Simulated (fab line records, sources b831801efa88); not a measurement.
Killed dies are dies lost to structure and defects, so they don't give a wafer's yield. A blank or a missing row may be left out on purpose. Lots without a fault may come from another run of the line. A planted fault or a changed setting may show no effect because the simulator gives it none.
Chamber matching | flow gf180mcu | GF_V4_ETCH_16 on rie_diel-03: 4 sister chambers
The step etches BARC in N2/H2. 4 wafers are shown with their chamber, then 8 later ones without.

WAFERS WITH THEIR CHAMBER
wafer  | chamber | drypump_motor_current_A (A)
L588.4 | 1       | 6.1
L600.6 | 2       | 5.5
L601.6 | 0       | 5.3
L604.1 | 3       | 5.8

WAFERS WITHOUT THEIR CHAMBER
wafer  | drypump_motor_current_A (A)
L604.5 | 5.8
L604.6 | 5.3
L605.2 | 5.8
L605.3 | 6.2
L605.5 | 5.7
L606.1 | 5.8
L606.5 | 5.5
L606.6 | 5.8

WHICH CHAMBER EACH WENT THROUGH
wafer  | from the rows above | in truth
L604.5 | 3                   | 3
L604.6 | 0                   | 0
L605.2 | 3                   | 3
L605.3 | 1                   | 1
L605.5 | 3                   | 3
L606.1 | 3                   | 3
L606.5 | 2                   | 2
L606.6 | 3                   | 3
Placed correctly: 8 of 8. Can't be placed from these rows: 0. Placed wrongly: 0.
How it was worked out, from the rows above alone: a wafer's distance from a chamber is the root of the sum, over the readings, of the square of ((its reading less the chamber's mean) divided by the reading's scatter). The wafer belongs to the nearest chamber; if the next one is less than 2 further off, it can't be placed. A chamber's mean is the mean of its shown wafers. The scatter: with one shown wafer a chamber, the root of the mean of the squares of how far each hidden wafer lies from its nearest shown one.
